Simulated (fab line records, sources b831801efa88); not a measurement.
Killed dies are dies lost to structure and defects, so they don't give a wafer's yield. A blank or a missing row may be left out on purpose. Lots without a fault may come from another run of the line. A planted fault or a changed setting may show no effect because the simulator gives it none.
Which tool did it? | flow gf180mcu | 14 lots, 42 wafers sampled, at 3 steps of a route of 602

WHAT THE GAUGES READ, wafer by wafer
GF_HV_LDD_TW_MEAS_38. Usual: HV_LDD_3_TW 1423, standard deviation 12.
lot  | measured     | on            | HV_LDD_3_TW    | flag
L792 | day 11 13:23 | film_metro-01 | 1434 1435 1439 |
L793 | day 11 18:05 | film_metro-03 | 1409 1401 1411 |
L795 | day 12 12:16 | film_metro-03 | 1408 1417 1422 |
L796 | day 12 20:33 | film_metro-03 | 1420 1416 1423 |
L798 | day 13 13:04 | film_metro-03 | 1410 1408 1405 |
L799 | day 13 20:29 | film_metro-03 | 1409 1408 1399 |
L800 | day 14 03:16 | film_metro-02 | 1443 1443 1440 |
L801 | day 14 09:13 | film_metro-01 | 1437 1438 1429 |
L802 | day 14 23:22 | film_metro-02 | 1438 1446 1441 |
L803 | day 15 02:35 | film_metro-03 | 1414 1412 1414 |
L806 | day 16 08:55 | film_metro-01 | 1435 1435 1437 |
L807 | day 16 15:25 | film_metro-03 | 1409 1410 1407 |
L810 | day 17 16:05 | film_metro-01 | 1435 1436 1427 |
L813 | day 18 10:02 | film_metro-01 | 1432 1414 1426 |

WHICH TOOL RAN EACH LOT (tool, then ch and the chambers of the sampled wafers, then the start)
lot  | GF_STI_WET_ETCH_26             | GF_MVPSD_STRIP_10
L792 | wet_bench-02 ch 3, day 2 04:08 | plasma_asher-01 ch 0,1, day 5 01:47
L793 | wet_bench-03 ch 3, day 2 09:14 | plasma_asher-02 ch 0, day 5 06:25
L795 | wet_bench-02 ch 1, day 2 19:08 | plasma_asher-02 ch 0,1, day 5 17:15
L796 | wet_bench-02 ch 3, day 3 00:08 | plasma_asher-01 ch 0,1, day 5 23:56
L798 | wet_bench-02 ch 2, day 3 10:35 | plasma_asher-04 ch 0,1, day 6 11:56
L799 | wet_bench-04 ch 2, day 3 16:01 | plasma_asher-04 ch 0,1, day 6 16:41
L800 | wet_bench-02 ch 1, day 3 20:34 | plasma_asher-01 ch 0,1, day 7 00:29
L801 | wet_bench-02 ch 1, day 4 01:36 | plasma_asher-02 ch 0,1, day 7 05:29
L802 | wet_bench-04 ch 3, day 4 07:46 | plasma_asher-02 ch 0,1, day 7 14:46
L803 | wet_bench-02 ch 3, day 4 12:34 | plasma_asher-02 ch 0,1, day 7 18:52
L806 | wet_bench-02 ch 3, day 5 05:01 | plasma_asher-04 ch 0,1, day 8 16:26
L807 | wet_bench-02 ch 3, day 5 10:07 | plasma_asher-02 ch 0,1, day 8 19:23
L810 | wet_bench-02 ch 0, day 6 02:11 | plasma_asher-02 ch 0,1, day 9 14:32
L813 | wet_bench-04 ch 3, day 6 16:00 | plasma_asher-01 ch 0,1, day 10 06:29
- GF_STI_WET_ETCH_26: etches SiO2 in dHF, target depth 94 nm, time 188 s.
- GF_MVPSD_STRIP_10: strips in O2/N2.

WHAT THE TOOLS THEMSELVES READ (means of the sampled wafers that have a number; where no wafer has one, the mark that the record gives instead)
GF_STI_WET_ETCH_26. Usual: run_length_s 215.2 s, standard deviation 2.8.
lot  | tool         | run_length_s (s) | flag
L792 | wet_bench-02 | 214.7            |
L793 | wet_bench-03 | 212.7            |
L795 | wet_bench-02 | 221.0            |
L796 | wet_bench-02 | 213.9            |
L798 | wet_bench-02 | 213.5            |
L799 | wet_bench-04 | 218.9            |
L800 | wet_bench-02 | 214.6            |
L801 | wet_bench-02 | 221.0            |
L802 | wet_bench-04 | 214.2            |
L803 | wet_bench-02 | 214.5            |
L806 | wet_bench-02 | 154.8            | OFF
L807 | wet_bench-02 | 153.8            | OFF
L810 | wet_bench-02 | 158.6            | OFF
L813 | wet_bench-04 | 215.8            |

GF_MVPSD_STRIP_10. Usual: drypump_motor_current_A 5.7 A, standard deviation 0.34; heater_power_w 338 W, standard deviation 31; oes_product_au 0.722 a.u., standard deviation 0.0048; strip_time_to_endpoint_s 36.73 s, standard deviation 0.13.
lot  | tool            | drypump_motor_current_A (A) | heater_power_w (W) | oes_product_au (a.u.) | strip_time_to_endpoint_s (s) | flag
L792 | plasma_asher-01 | 5.8                         | 364                | 0.722                 | 36.65                        |
L793 | plasma_asher-02 | 6.2                         | 304                | 0.721                 | 36.71                        |
L795 | plasma_asher-02 | 5.6                         | 328                | 0.719                 | 36.60                        |
L796 | plasma_asher-01 | 5.8                         | 350                | 0.723                 | 36.56                        |
L798 | plasma_asher-04 | 5.5                         | 340                | 0.721                 | 36.64                        |
L799 | plasma_asher-04 | 5.5                         | 339                | 0.720                 | 36.76                        |
L800 | plasma_asher-01 | 5.8                         | 349                | 0.722                 | 36.78                        |
L801 | plasma_asher-02 | 5.7                         | 329                | 0.728                 | 36.79                        |
L802 | plasma_asher-02 | 5.7                         | 330                | 0.721                 | 36.67                        |
L803 | plasma_asher-02 | 5.9                         | 315                | 0.725                 | 36.83                        |
L806 | plasma_asher-04 | 5.5                         | 340                | 0.722                 | 36.75                        |
L807 | plasma_asher-02 | 5.6                         | 327                | 0.719                 | 36.88                        |
L810 | plasma_asher-02 | 5.6                         | 321                | 0.722                 | 36.84                        |
L813 | plasma_asher-01 | 5.8                         | 349                | 0.719                 | 36.94                        |

THE ANSWER, worked out from the rows above alone
Rule: a lot is off if the mean of its wafers that have a number lies more than 3 standard deviations from the usual mean. A lot without any number at a reading at which 4 lots or more have one is off too. The other lots that the step has rows for count as sound. The gauges are gone through in route order, then the tools' own readings, and for those a lot's mean is taken as printed above. The first step at which some lot is off is used, and at that step the reading that is off furthest; a lot without a number counts as furthest.
Off: L806, L807, L810, at GF_STI_WET_ETCH_26 (run_length_s).
A tool fits if, at that step or a process step before it, it ran every lot that is off, and no sound lot after the first of them. One fits: wet_bench-02 at GF_STI_WET_ETCH_26. Its last sound lot is L803 (day 4 12:34), its first lot that is off L806 (day 5 05:01): a fault that began between those two fits.
The tool's own readings at GF_STI_WET_ETCH_26 bear it out: on the lots that are off they differ by more than 5 times the standard deviation of the sound lots' means. run_length_s reads 155.7 s there against 215.9 s on the sound lots.

WHAT THE SIMULATOR HAD PUT IN
Process parameter drift: wet_bench-02, from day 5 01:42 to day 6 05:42, at GF_STI_WET_ETCH_26. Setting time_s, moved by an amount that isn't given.
Lots struck among those shown: L806, L807, L810. The rule above found the same.
